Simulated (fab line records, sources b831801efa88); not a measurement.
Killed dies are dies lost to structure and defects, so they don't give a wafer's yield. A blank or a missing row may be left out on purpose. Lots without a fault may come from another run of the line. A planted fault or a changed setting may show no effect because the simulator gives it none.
fab line records | flow sky130
record lots=15 wafers=45 last_day=50
route steps=708 shown LOCAL_INTERCONNECT@388 CONTACT@420 METAL1@452 VIA1@471
lots that met no fault: from a run of the same line without faults
start_h: hours from the record's first day to the start of the lot's first wafer shown | wait_h: hours since the lot's step before | " the same as in the row above | L1.1+2: a row that stands for several wafers | - no value, or no start given | * or withheld: withheld | < > ~ a bound
route shown NAME@n: a module of which the file shows steps, and the number in the route of the first | usual: mean/standard deviation of fault-free wafers | same: alike in all rows | chamber/n: place in a boat | sites: the reading at each site | _std_site: their standard deviation | _edge_site: outer sites' mean less inner sites' | radius_mm: how far each site lies from the wafer's centre | mask NAME#n: copy n | behind: the tool/chamber that last shaped the wafer | hold: why the lot was held/for how many hours/how that ended | device: the transistor (n, p or np) that didn't switch | end of line: the same wafers' tests at the end of the route | a step without rows: its recipe alone | killed: dies lost to structure and defects at the first sort, not the wafer's yield | map: a wafer's dies, x killed, . not, _ none there
set.NAME: the setting as run; set.NAME@STEP: as run at that earlier step | model.NAME: the simulator's own value behind a step, which no gauge read
steps of the route over a sample of lots; a table a step, a row a wafer
services: from which hour (start_h, from the record's first day; less than 0 if before it) a tool's chamber was out of use, for how many hours, and why
## steps
# step SKY_LOCAL_INTERCONNECT_RS_MEAS_01
# recipe thk_meas_gauge=four-point-probe reads=TiN_of_LOCAL_INTERCONNECT_SPUTTER_00
# usual LOCAL_INTERCONNECT_TIN_RS=14.08/0.18
# columns lot.wafer tool chamber start_h wait_h LOCAL_INTERCONNECT_TIN_RS[ohm/sq]
L420.1 film_metro-02 - 673.05 0.0 14.04
L420.5 " - " " 14.24
L420.6 " - " " 14.02
L422.1 film_metro-03 - 694.99 0.0 13.88
L422.2 " - " " 13.96
L422.4 " - " " 14.03
L423.2 film_metro-02 - 695.33 0.1 14.25
L423.4 " - " " 14.05
L423.5 " - " " 14.23
L425.2 film_metro-02 - 719.45 0.1 14.25
L425.4 " - " " 14.33
L425.5 " - " " 14.19
L426.3 film_metro-02 - 721.73 0.1 13.88
L426.5 " - " " 14.20
L426.6 " - " " 13.77
L427.2 film_metro-04 - 729.37 0.1 13.87
L427.5 " - " " 14.10
L427.6 " - " " 13.96
L433.2 film_metro-03 - 782.72 0.1 14.09
L433.5 " - " " 14.17
L433.6 " - " " 14.01
L435.2 film_metro-02 - 834.62 0.1 14.06
L435.3 " - " " 13.79
L435.5 " - " " 13.99
L438.2 film_metro-04 - 837.12 0.1 14.32
L438.3 " - " " 13.94
L438.6 " - " " 14.24
L439.1 film_metro-02 - 839.34 0.0 14.06
L439.2 " - " " 14.02
L439.3 " - " " 13.91
L437.1 film_metro-04 - 839.70 0.0 14.07
L437.3 " - " " 13.75
L437.4 " - " " 14.10
L441.2 film_metro-04 - 841.36 0.1 14.00
L441.3 " - " " 13.68
L441.5 " - " " 14.07
L440.2 film_metro-04 - 842.83 0.1 14.30
L440.4 " - " " 13.82
L440.6 " - " " 14.19
L442.2 film_metro-02 - 845.31 0.1 13.96
L442.3 " - " " 14.41
L442.5 " - " " 14.47
L443.2 film_metro-03 - 856.41 0.1 14.03
L443.5 " - " " 13.99
L443.6 " - " " 14.21
# step SKY_CONTACT_CD_MEAS_14
# recipe target_cd_nm=170
# usual cd_nm=169.3/1.4
# columns lot.wafer tool chamber start_h wait_h cd_nm
L420.1 cd_sem-01 - 729.00 - 169.7
L420.5 " - " " 168.0
L420.6 " - " " 167.8
L422.1 cd_sem-02 - 751.00 - 170.2
L422.2 " - " " 169.9
L422.4 " - " " 170.4
L423.2 cd_sem-01 - 751.37 - 169.9
L423.4 " - " " 170.0
L423.5 " - " " 169.9
L425.2 cd_sem-02 - 774.52 - 168.4
L425.4 " - " " 168.1
L425.5 " - " " 169.1
L426.3 cd_sem-02 - 777.29 - 166.8
L426.5 " - " " 167.5
L426.6 " - " " 168.4
L427.2 cd_sem-02 - 784.83 - 169.1
L427.5 " - " " 170.8
L427.6 " - " " 169.8
L433.2 cd_sem-02 - 836.72 - 169.1
L433.5 " - " " 170.0
L433.6 " - " " 170.9
L435.2 cd_sem-01 - 884.82 - 168.2
L435.3 " - " " 168.0
L435.5 " - " " 167.9
L438.2 cd_sem-02 - 888.32 - 168.2
L438.3 " - " " 168.2
L438.6 " - " " 167.8
L439.1 cd_sem-01 - 890.80 - 168.7
L439.2 " - " " 167.5
L439.3 " - " " 167.6
L437.1 cd_sem-01 - 891.15 - 169.4
L437.3 " - " " 169.6
L437.4 " - " " 171.7
L441.2 cd_sem-02 - 892.12 - 170.7
L441.3 " - " " 170.7
L441.5 " - " " 173.1
L440.2 cd_sem-01 - 893.42 - 165.2
L440.4 " - " " 166.8
L440.6 " - " " 166.2
L442.2 cd_sem-02 - 894.83 - 170.1
L442.3 " - " " 170.6
L442.5 " - " " 170.5
L443.2 cd_sem-01 - 904.03 - 167.2
L443.5 " - " " 166.8
L443.6 " - " " 167.7
# step SKY_METAL1_ETCH_18
# recipe chemistry=N2/H2 target=BARC ion_energy_ev=200 bias_w=100 pressure_mtorr=30 n2_flow_sccm=100 h2_flow_sccm=200 icp_w=500 stop_on=SiO2 time_s=45.9 target_depth_a=600
# usual bias_w=99.99/0.28 chamber_pressure_mTorr=29.99/0.031 drypump_motor_current_A=6.0/0.42 oes_product_au=0.854/0.0053 throttle_valve_pct=13.224/0.0087
# columns lot.wafer tool chamber start_h wait_h bias_w chamber_pressure_mTorr drypump_motor_current_A oes_product_au rf_hours_counter_h throttle_valve_pct
L420.1 rie_metal-02 0 758.08 0.1 99.68 30.00 5.5 0.862 2 13.218
L420.5 " 0 " " 100.00 29.99 5.5 0.856 - 13.224
L420.6 " 0 " " 100.19 29.98 5.5 0.858 - 13.229
L422.1 rie_metal-02 0 779.55 0.0 100.33 29.98 5.5 0.855 4 13.233
L422.2 " 1 " " 99.62 30.00 5.7 0.844 0 13.215
L422.4 " 0 " " 100.06 30.01 5.5 0.856 - 13.238
L423.2 rie_metal-03 1 779.90 0.0 99.80 29.99 5.9 0.849 10 13.211
L423.4 " 1 " " 99.77 30.01 5.9 0.851 - 13.226
L423.5 " 1 " " 99.69 29.97 5.9 0.853 - 13.223
L425.2 rie_metal-03 0 802.40 0.0 - - - - - -
L425.4 " 1 " " - - - - - -
L425.5 " 1 " " - - - - - -
L426.3 rie_metal-01 0 805.61 0.0 - - - - - -
L426.5 " 1 " " - - - - - -
L426.6 " 0 " " - - - - - -
L427.2 rie_metal-01 0 812.54 0.1 - - - - - -
L427.5 " 0 " " - - - - - -
L427.6 " 0 " " - - - - - -
L433.2 rie_metal-01 0 865.00 0.0 100.03 29.98 6.3 0.855 15 13.215
L433.5 " 1 " " 100.29 30.00 5.0 0.855 - 13.208
L433.6 " 0 " " 99.94 30.00 6.3 0.854 - 13.204
L435.2 rie_metal-03 1 907.80 0.0 99.80 29.97 5.9 0.862 16 13.234
L435.3 " 1 " " 99.81 29.96 5.8 0.851 - 13.212
L435.5 " 1 " " 99.91 30.00 5.9 0.862 - 13.218
L438.2 rie_metal-03 0 914.69 0.0 100.09 29.91 6.4 0.858 7 13.216
L438.3 " 0 " " 100.26 30.05 6.4 0.856 - 13.230
L438.6 " 0 " " 100.22 30.01 6.4 0.859 - 13.225
L439.1 rie_metal-03 0 916.90 0.0 99.76 30.01 6.4 0.855 7 13.229
L439.2 " 1 " " 99.49 30.03 5.9 0.857 16 13.222
L439.3 " 1 " " 99.29 29.98 5.9 0.850 - 13.223
L437.1 rie_metal-01 0 917.93 0.1 99.88 30.02 6.3 0.858 19 13.232
L437.3 " 0 " " 99.97 29.95 6.3 0.841 - 13.217
L437.4 " 0 " " 100.40 29.98 6.4 0.853 - 13.212
L441.2 rie_metal-03 0 918.59 0.0 99.92 30.01 6.4 0.858 7 13.229
L441.3 " 1 " " 99.94 29.97 5.8 0.855 - 13.212
L441.5 " 1 " " 100.06 30.02 5.9 0.850 - 13.244
L440.2 rie_metal-02 1 920.11 0.0 100.17 29.96 5.7 0.851 5 13.238
L440.4 " 1 " " 100.22 30.03 5.7 0.854 - 13.223
L440.6 " 1 " " 100.43 29.99 5.7 0.857 - 13.226
L442.2 rie_metal-01 0 920.85 0.1 100.14 30.02 6.3 0.863 - 13.218
L442.3 " 0 " " 100.38 29.96 6.3 0.854 - 13.236
L442.5 " 0 " " 99.96 30.02 6.3 0.850 - 13.211
L443.2 rie_metal-01 0 930.74 0.1 99.42 30.06 6.3 0.847 - 13.231
L443.5 " 0 " " 99.89 30.00 6.3 0.858 - 13.223
L443.6 " 0 " " 99.72 30.00 6.3 0.853 - 13.222
# step SKY_METAL1_METAL_ETCH_19
# recipe target_depth_a=3600 stop_on=SiO2 over_etch_frac=0.3 time_s=78 chemistry=Cl2/BCl3 resist_sidewall_deg=88 pressure_mtorr=10 icp_w=900 bias_w=48.5 Cl2_flow_sccm=60 bcl3_flow_sccm=30
# usual bcl3_flow_sccm=30.01/0.086 bias_w=48.53/0.14 chamber_pressure_mTorr=9.999/0.0082 drypump_motor_current_A=5.9/0.41 mfc_cl2_sccm=60.00/0.18 oes_product_au=0.854/0.0062 throttle_valve_pct=22.264/0.0094
# columns lot.wafer tool chamber start_h wait_h bcl3_flow_sccm bias_w chamber_pressure_mTorr drypump_motor_current_A mfc_cl2_sccm oes_product_au rf_hours_counter_h throttle_valve_pct
L420.1 rie_metal-02 0 758.21 0.1 29.87 48.44 9.988 5.5 60.24 0.853 2 22.260
L420.5 " 0 " " 29.86 48.66 10.000 5.5 60.02 0.861 - 22.276
L420.6 " 0 " " 29.93 48.42 9.999 5.5 60.17 0.846 - 22.260
L422.1 rie_metal-02 0 779.61 0.0 29.94 48.39 10.004 5.5 59.89 0.847 4 22.262
L422.2 " 1 " " 30.02 48.57 9.977 5.7 60.08 0.845 0 22.279
L422.4 " 0 " " 29.92 48.39 10.004 5.5 60.03 0.847 - 22.253
L423.2 rie_metal-03 1 779.96 0.0 30.09 48.53 10.004 5.9 60.28 0.859 10 22.251
L423.4 " 1 " " 30.09 48.45 9.996 5.9 59.99 0.864 - 22.262
L423.5 " 1 " " 30.08 48.39 10.004 5.9 60.23 0.866 - 22.271
L425.2 rie_metal-03 0 802.46 0.0 30.20 48.51 10.001 6.4 59.78 0.374 1 22.277
L425.4 " 1 " " 30.02 48.65 9.998 5.9 60.00 0.363 - 22.263
L425.5 " 1 " " 30.00 48.61 10.012 5.9 60.08 0.377 - 22.273
L426.3 rie_metal-01 0 805.68 0.1 29.95 48.72 9.995 6.3 59.84 0.381 - 22.268
L426.5 " 1 " " 29.98 48.53 9.985 5.0 60.02 0.376 - 22.247
L426.6 " 0 " " 29.91 48.69 9.982 6.3 59.84 0.378 - 22.267
L427.2 rie_metal-01 0 812.68 0.1 29.90 48.49 9.990 6.3 60.17 0.376 - 22.250
L427.5 " 0 " " 29.83 48.41 9.993 6.3 60.04 0.377 - 22.262
L427.6 " 0 " " 29.86 48.51 10.003 6.3 59.97 0.376 - 22.274
L433.2 rie_metal-01 0 865.06 0.0 30.02 48.21 10.005 6.3 60.00 0.853 15 22.253
L433.5 " 1 " " 29.92 48.48 9.996 5.0 59.97 0.859 - 22.253
L433.6 " 0 " " 30.04 48.39 10.000 6.3 59.89 0.850 - 22.261
L435.2 rie_metal-03 1 907.87 0.0 29.98 48.70 9.994 5.9 60.13 0.840 16 22.258
L435.3 " 1 " " 30.01 48.46 10.002 5.9 60.00 0.856 - 22.258
L435.5 " 1 " " 29.98 48.62 10.012 5.9 60.15 0.855 - 22.253
L438.2 rie_metal-03 0 914.75 0.0 29.94 48.57 9.997 6.4 60.06 0.847 7 22.273
L438.3 " 0 " " 30.05 48.44 9.990 6.4 60.13 0.859 - 22.272
L438.6 " 0 " " 29.90 48.67 9.998 6.4 59.82 0.841 - 22.265
L439.1 rie_metal-03 0 916.96 0.0 29.97 48.50 9.991 6.3 59.90 0.855 7 22.265
L439.2 " 1 " " 30.10 48.42 9.999 5.8 59.84 0.858 17 22.276
L439.3 " 1 " " 30.11 48.41 10.004 5.8 59.83 0.857 - 22.250
L437.1 rie_metal-01 0 918.06 0.1 29.91 48.34 9.993 6.3 60.00 0.852 19 22.264
L437.3 " 0 " " 30.00 48.67 10.007 6.3 60.26 0.857 - 22.278
L437.4 " 0 " " 29.85 48.65 10.022 6.3 60.41 0.855 - 22.276
L441.2 rie_metal-03 0 918.65 0.0 30.10 48.54 10.002 6.3 59.99 0.848 7 22.269
L441.3 " 1 " " 30.00 48.49 9.998 5.8 59.98 0.856 - 22.274
L441.5 " 1 " " 29.97 48.68 9.996 5.9 60.00 0.856 - 22.261
L440.2 rie_metal-02 1 920.17 0.0 30.17 48.42 9.980 5.6 59.99 0.849 5 22.260
L440.4 " 1 " " 30.10 48.79 10.013 5.7 59.76 0.849 - 22.245
L440.6 " 1 " " 30.10 48.60 9.997 5.7 60.06 0.836 - 22.268
L442.2 rie_metal-01 0 920.99 0.1 30.01 48.51 10.001 6.3 59.99 0.848 - 22.275
L442.3 " 0 " " 30.03 48.40 10.006 6.3 60.11 0.847 - 22.268
L442.5 " 0 " " 30.03 48.56 10.015 6.3 59.85 0.851 - 22.261
L443.2 rie_metal-01 0 930.88 0.1 30.03 48.49 9.991 6.3 59.86 0.866 - 22.265
L443.5 " 0 " " 29.95 48.48 9.998 6.3 59.93 0.852 - 22.259
L443.6 " 0 " " 30.05 48.36 9.996 6.3 59.61 0.858 - 22.268
# step SKY_METAL1_STRIP_20
# recipe chemistry=O2/N2 power_w=1400 pressure_mtorr=1500 platen_temp_c=withheld o2_flow_sccm=3000 n2_flow_sccm=300 overash_fraction=0.5
# usual chamber_pressure_mTorr=1500.0/1.4 drypump_motor_current_A=5.51/0.21 o2_flow_sccm=3001/7.8 oes_product_au=0.343/0.0052 strip_time_to_endpoint_s=2.70/0.065
# columns lot.wafer tool chamber start_h wait_h chamber_pressure_mTorr drypump_motor_current_A o2_flow_sccm oes_product_au rf_hours_counter_h strip_time_to_endpoint_s
L420.1 plasma_asher-04 1 758.39 0.1 1501.7 5.42 2987 0.355 63 2.80
L420.5 " 0 " " 1500.5 5.61 2999 0.354 - 2.78
L420.6 " 1 " " 1501.8 5.39 2994 0.343 - 2.79
L422.1 plasma_asher-04 0 779.70 0.1 1499.6 5.59 2995 0.333 65 2.74
L422.2 " 1 " " 1500.9 5.44 3008 0.337 65 2.69
L422.4 " 1 " " 1498.5 5.44 3000 0.352 - 2.77
L423.2 plasma_asher-01 0 780.05 0.1 1503.0 5.26 3001 0.348 33 2.73
L423.4 " 1 " " 1499.8 5.30 3006 0.351 - 2.75
L423.5 " 1 " " 1497.6 5.35 3001 0.348 - 2.71
L425.2 plasma_asher-02 0 802.55 0.1 1498.8 5.89 3010 0.360 98 3.18
L425.4 " 0 " " 1501.0 5.88 3000 0.368 - 3.19
L425.5 " 0 " " 1501.7 5.90 3007 0.360 - 3.21
L426.3 plasma_asher-01 0 805.78 0.1 1500.1 5.24 2994 0.355 - 3.07
L426.5 " 0 " " 1499.0 5.24 3014 0.367 - 3.21
L426.6 " 1 " " 1501.0 5.37 3014 0.360 - 3.09
L427.2 plasma_asher-02 0 812.83 0.1 1500.7 5.83 2999 0.359 100 3.12
L427.5 " 1 " " 1500.4 5.54 3000 0.368 - 3.11
L427.6 " 0 " " 1499.7 5.84 3004 0.356 - 3.14
L433.2 plasma_asher-04 0 865.15 0.1 1502.1 5.59 3003 0.334 74 2.67
L433.5 " 0 " " 1500.8 5.58 3006 0.343 - 2.75
L433.6 " 1 " " 1498.3 5.45 3010 0.336 - 2.68
L435.2 plasma_asher-04 1 907.96 0.1 1496.9 5.41 2984 0.346 78 2.80
L435.3 " 1 " " 1498.0 5.41 3010 0.345 - 2.79
L435.5 " 1 " " 1499.3 5.41 3002 0.353 - 2.78
L438.2 plasma_asher-02 1 914.84 0.1 1499.2 5.53 3009 0.351 110 2.78
L438.3 " 0 " " 1499.1 5.81 2987 0.341 - 2.76
L438.6 " 1 " " 1500.8 5.58 2984 0.346 - 2.79
L439.1 plasma_asher-01 1 917.05 0.1 1500.5 5.35 3003 0.343 45 2.75
L439.2 " 0 " " 1501.2 5.23 3003 0.350 45 2.81
L439.3 " 0 " " 1499.7 5.22 2995 0.351 - 2.81
L437.1 plasma_asher-01 1 918.24 0.1 1500.4 5.34 3004 0.343 45 2.64
L437.3 " 0 " " 1499.2 5.20 2998 0.338 - 2.59
L437.4 " 1 " " 1500.7 5.36 2998 0.337 - 2.63
L441.2 plasma_asher-02 1 918.74 0.1 1501.6 5.57 2996 0.339 111 2.69
L441.3 " 0 " " 1502.4 5.85 2991 0.342 - 2.78
L441.5 " 1 " " 1499.8 5.57 2985 0.343 - 2.75
L440.2 plasma_asher-02 0 920.26 0.1 1501.9 5.86 3000 0.347 111 2.60
L440.4 " 1 " " 1495.9 5.56 3001 0.335 - 2.65
L440.6 " 1 " " 1496.6 5.59 2997 0.344 - 2.62
L442.2 plasma_asher-01 0 921.14 0.1 1497.8 5.26 2997 0.344 46 2.62
L442.3 " 0 " " 1500.3 5.26 2999 0.330 - 2.57
L442.5 " 1 " " 1501.4 5.33 2997 0.343 - 2.59
L443.2 plasma_asher-04 1 931.03 0.1 1499.1 5.41 3007 0.344 81 2.65
L443.5 " 0 " " 1499.6 5.60 2998 0.335 - 2.63
L443.6 " 1 " " 1501.3 5.42 2992 0.345 - 2.65
# step SKY_VIA1_OVL_MEAS_13
# usual VIA1_OVL=1/5.1
# columns lot.wafer tool chamber start_h wait_h VIA1_OVL[nm]
L420.1 overlay-01 - 786.23 0.1 2
L420.5 " - " " -3
L420.6 " - " " 3
L422.1 overlay-01 - 806.88 0.1 7
L422.2 " - " " -8
L422.4 " - " " -2
L423.2 overlay-01 - 807.43 0.1 4
L423.4 " - " " 7
L423.5 " - " " 2
L433.2 overlay-01 - 889.78 0.1 4
L433.5 " - " " 8
L433.6 " - " " 7
L435.2 overlay-01 - 934.98 0.1 -3
L435.3 " - " " -4
L435.5 " - " " -6
L438.2 overlay-02 - 940.79 0.1 13
L438.3 " - " " -1
L438.6 " - " " 4
L439.1 overlay-02 - 942.80 0.1 -2
L439.2 " - " " -3
L439.3 " - " " -11
L437.1 overlay-02 - 943.23 0.1 2
L437.3 " - " " 5
L437.4 " - " " 1
L441.2 overlay-02 - 944.19 0.1 1
L441.3 " - " " 1
L441.5 " - " " 3
L440.2 overlay-02 - 945.14 0.1 -7
L440.4 " - " " -3
L440.6 " - " " -3
L442.2 overlay-02 - 947.76 0.1 5
L442.3 " - " " 6
L442.5 " - " " 6
L443.2 overlay-02 - 955.53 0.1 7
L443.5 " - " " -1
L443.6 " - " " 5
## services
# columns tool chamber start_h hours kind
rie_metal-03 0 740.30 - clean
rie_metal-03 0 740.30 18.2 scheduled_down
rie_metal-03 0 740.30 18.2 vent_cycle
plasma_asher-01 - 746.49 15.6 pm
rie_metal-02 1 755.50 - clean
rie_metal-02 1 755.50 23.1 scheduled_down
rie_metal-02 1 755.50 23.1 vent_cycle
rie_metal-01 1 759.54 13.8 repair
rie_metal-02 1 793.84 40.4 repair
rie_metal-02 0 798.89 27.8 repair
plasma_asher-01 - 806.17 10.0 pm
rie_metal-01 1 808.44 - clean
rie_metal-01 1 808.44 21.8 scheduled_down
rie_metal-01 1 808.44 21.8 vent_cycle
rie_metal-02 - 826.67 2.7 pm
rie_metal-01 1 848.14 5.9 repair
plasma_asher-04 - 859.55 1.1 repair
rie_metal-01 0 868.32 1.5 repair
rie_metal-01 1 891.50 63.0 repair
## key
first_sign step=SKY_METAL1_ETCH_18 reading=tool_record direction=missing
effect step=SKY_METAL1_METAL_ETCH_19 reading=oes_product_au direction=down sigmas=77 usual=0.854 struck=0.375
effect step=SKY_METAL1_STRIP_20 reading=strip_time_to_endpoint_s direction=up sigmas=6.9 usual=* struck=*
met_at SKY_METAL1_ETCH_18
struck_lots L425,L426,L427
later_rows_left_out L425.2,L425.4,L425.5,L426.3,L426.5,L426.6,L427.2,L427.5,L427.6
sort_left_out L425.2,L425.4,L425.5,L426.3,L426.5,L426.6,L427.2,L427.5,L427.6
not_acting_at SKY_LOCAL_INTERCONNECT_RS_MEAS_01,SKY_CONTACT_CD_MEAS_14,SKY_VIA1_OVL_MEAS_13
onset_between 779.90 802.40
fault kind=skipped_step_whole tool=rie_metal-01,rie_metal-03 chamber=- onset_h=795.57 steps=SKY_METAL1_ETCH_18 scope=struck_lots_only
# sort_left_out: the simulated sort isn't trusted on such a fault, so these wafers' sort isn't shown, and their yield isn't known
# later_rows_left_out: the simulator's readings of these wafers behind a module that went badly wrong aren't trusted and aren't shown, but for the sort
